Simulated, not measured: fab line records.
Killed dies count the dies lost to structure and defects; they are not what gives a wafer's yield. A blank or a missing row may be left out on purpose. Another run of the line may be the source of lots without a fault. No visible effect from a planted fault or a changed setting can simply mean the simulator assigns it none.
Which of the tools did it?    flow gf180mcu    10 lots with 30 wafers sampled at 6 steps, on a route of 602 steps

## WHAT THE GAUGES SHOWED, per wafer
GF_V3_THK_MEAS_03. Usual: V3_CVD_02_THK typically reads 850 nm, with standard deviation 12.
lot   measured      on             V3_CVD_02_THK (nm)  flag
L477  day 21 15:40  film_metro-01  855 876 878         
L480  day 22 12:57  film_metro-01  836 836 850         
L483  day 23 15:35  film_metro-03  838 862 854         
L484  day 24 04:37  film_metro-01  848 851 858         
L490  day 26 08:54  film_metro-01  821 862 848         
L491  day 26 17:17  film_metro-01  852 848 866         
L492  day 27 00:07  film_metro-01  828 847 834         
L493  day 27 01:50  film_metro-01  833 844 858         
L499  day 28 18:35  film_metro-04  856 854 850         
L500  day 28 21:38  film_metro-03  868 849 876         

GF_MIM_RS_MEAS_10: the measuring method here is four-point-probe. Usual: MIM_ALCU_RS typically reads 0.1603 ohm/sq, with standard deviation 0.0019.
lot   measured      on             MIM_ALCU_RS (ohm/sq)  flag
L477  day 24 18:22  film_metro-03  0.1600 0.1592 0.1585  
L480  day 25 15:25  film_metro-03  0.1579 0.1600 0.1580  
L483  day 26 13:48  film_metro-01  0.1619 0.1597 0.1625  
L484  day 27 03:00  film_metro-02  0.1595 0.1594 0.1612  
L490  day 29 03:20  film_metro-01  0.1565 0.1611 0.1578  
L491  day 29 10:22  film_metro-01  0.1938 0.1907 0.1904  OFF
L492  day 29 15:38  film_metro-02  0.1600 0.1601 0.1602  
L493  day 29 18:30  film_metro-03  0.1907 0.1893 0.1866  OFF
L499  day 31 08:27  film_metro-01  0.1627 0.1621 0.1596  
L500  day 31 10:31  film_metro-01  0.1649 0.1649 0.1627  

GF_MIM_THK_MEAS_11: measures by xrf. Usual: MIM_ALCU_THK typically reads 200.4 nm, with standard deviation 2.3.
lot   measured      on             MIM_ALCU_THK (nm)  flag
L477  day 24 18:29  film_metro-03  200.0 199.3 200.7  
L480  day 25 15:32  film_metro-03  201.2 198.5 201.3  
L483  day 26 13:55  film_metro-01  199.4 201.4 198.2  
L484  day 27 03:07  film_metro-02  201.1 201.6 199.7  
L490  day 29 03:27  film_metro-01  207.0 198.7 203.4  
L491  day 29 10:29  film_metro-01  167.4 169.2 171.5  OFF
L492  day 29 15:44  film_metro-02  201.0 200.2 201.1  
L493  day 29 18:37  film_metro-03  169.2 170.2 173.0  OFF
L499  day 31 08:34  film_metro-01  198.8 200.3 200.9  
L500  day 31 10:38  film_metro-01  195.2 195.9 197.7  

## EACH LOT AND THE TOOL THAT RAN IT (in order: tool; ch and the chambers of the sampled wafers; start)
lot   GF_V2_STRIP_18                        GF_V3_CVD_02                     GF_MIM_SPUTTER_08
L477  plasma_asher-03 ch 0,1, day 20 13:00  pecvd-04 ch 0,1, day 21 15:36    pvd_sputter-04, day 24 18:18
L480  plasma_asher-01 ch 0,1, day 21 10:33  pecvd-02 ch 0,1, day 22 12:53    pvd_sputter-04, day 25 15:21
L483  plasma_asher-04 ch 0,1, day 22 14:37  pecvd-03 ch 0,2, day 23 15:30    pvd_sputter-03, day 26 13:43
L484  plasma_asher-04 ch 0, day 23 03:16    pecvd-03 ch 0,1,2, day 24 04:33  pvd_sputter-04, day 27 02:55
L490  plasma_asher-04 ch 0,1, day 25 08:41  pecvd-04 ch 1,2, day 26 08:50    pvd_sputter-03, day 29 03:16
L491  plasma_asher-03 ch 0,1, day 25 17:28  pecvd-02 ch 0,1, day 26 17:13    pvd_sputter-04, day 29 10:18
L492  plasma_asher-03 ch 0,1, day 26 01:04  pecvd-03 ch 0,1,2, day 27 00:02  pvd_sputter-01, day 29 15:33
L493  plasma_asher-04 ch 0,1, day 26 02:20  pecvd-02 ch 0,2, day 27 01:45    pvd_sputter-04, day 29 18:26
L499  plasma_asher-04 ch 0,1, day 27 21:04  pecvd-04 ch 0,1, day 28 18:29    pvd_sputter-03, day 31 08:23
L500  plasma_asher-01 ch 0,1, day 28 00:01  pecvd-02 ch 0,2, day 28 21:33    pvd_sputter-01, day 31 10:27
- GF_V2_STRIP_18: strips in O2/N2.
- GF_V3_CVD_02: deposits SiO2 from TEOS, target thk 850 nm, time 94.851 s.
- GF_MIM_SPUTTER_08: material AlCu, target thk 200 nm, time 10.6 s.

## AS READ BY THE TOOLS THEMSELVES (means over the sampled wafers that have a number; for cases with no such wafer, the mark the record gives instead)
GF_V2_STRIP_18. Usual: drypump_motor_current_A 5.5 A, standard deviation 0.31; heater_power_w 341 W, standard deviation 14; oes_product_au 0.593 a.u., standard deviation 0.0053.
lot   tool             drypump_motor_current_A (A)  heater_power_w (W)  oes_product_au (a.u.)  flag
L477  plasma_asher-03  5.8                          336                 0.592                  
L480  plasma_asher-01  5.5                          346                 0.590                  
L483  plasma_asher-04  5.6                          350                 0.593                  
L484  plasma_asher-04  5.2                          328                 0.592                  
L490  plasma_asher-04  5.4                          336                 0.598                  
L491  plasma_asher-03  5.8                          333                 0.593                  
L492  plasma_asher-03  5.8                          335                 0.594                  
L493  plasma_asher-04  5.4                          337                 0.599                  
L499  plasma_asher-04  5.5                          354                 0.598                  
L500  plasma_asher-01  5.2                          342                 0.594                  

GF_V3_CVD_02. Usual: heater_power_w 676 W, standard deviation 120; susceptor_temp_C 400.04 C, standard deviation 0.23.
lot   tool      heater_power_w (W)  susceptor_temp_C (C)  flag
L477  pecvd-04  639                 400.02                
L480  pecvd-02  565                 400.05                
L483  pecvd-03  569                 400.12                
L484  pecvd-03  693                 400.27                
L490  pecvd-04  650                 399.87                
L491  pecvd-02  620                 399.85                
L492  pecvd-03  764                 400.08                
L493  pecvd-02  625                 400.18                
L499  pecvd-04  567                 400.00                
L500  pecvd-02  676                 399.89                

GF_MIM_SPUTTER_08. Usual: cathode_dc_power_W 10600 W, standard deviation 2; throttle_valve_pct 29.8 %, standard deviation 0.9.
lot   tool            cathode_dc_power_W (W)  throttle_valve_pct (%)  flag
L477  pvd_sputter-04  10600                   28.9                    
L480  pvd_sputter-04  10599                   28.9                    
L483  pvd_sputter-03  10599                   30.5                    
L484  pvd_sputter-04  10601                   29.4                    
L490  pvd_sputter-03  10600                   30.4                    
L491  pvd_sputter-04  8986                    29.2                    OFF
L492  pvd_sputter-01  10600                   31.0                    
L493  pvd_sputter-04  8989                    29.1                    OFF
L499  pvd_sputter-03  10599                   29.6                    
L500  pvd_sputter-01  10600                   30.0                    

## THE ANSWER, worked out from the rows above alone
Rule: a lot counts as off when the mean over its wafers that have a number is more than 3 standard deviations away from the usual mean. A lot without any number at a reading at which 4 lots or more have one is off too. Any other lot the step has rows for is counted as sound. First the gauges in route order, then the tools' own readings, where a lot's mean is used as printed above. The first step at which some lot is off is used, and at that step the reading that is off furthest; a lot without a number counts as furthest.
Off: at GF_MIM_RS_MEAS_10 (MIM_ALCU_RS), L491, L493.
If a tool, at a process step before that reading, ran all the lots that are off and no sound lot after the first of them, it fits. The gauges at GF_MIM_RS_MEAS_10 aren't tried: what is off there is off at GF_MIM_SPUTTER_08 too, on other tools, and a gauge's error can't cause that. One fits: GF_MIM_SPUTTER_08 on pvd_sputter-04. A fault onset in the window from L484 (day 27 02:55, its last sound lot) to L491 (day 29 10:18, its first lot off) fits.
The tool's own readings at GF_MIM_SPUTTER_08 bear it out: on the lots that are off they differ by more than 5 times the standard deviation of the sound lots' means. cathode_dc_power_W reads 8988 W there against 10600 W on the sound lots.

## WHAT THE SIMULATOR HAD INSERTED
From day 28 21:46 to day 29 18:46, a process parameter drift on pvd_sputter-04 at GF_MIM_SPUTTER_08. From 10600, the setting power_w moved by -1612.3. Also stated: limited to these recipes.
Struck lots among those shown: L491, L493. The same result came from the rule above.
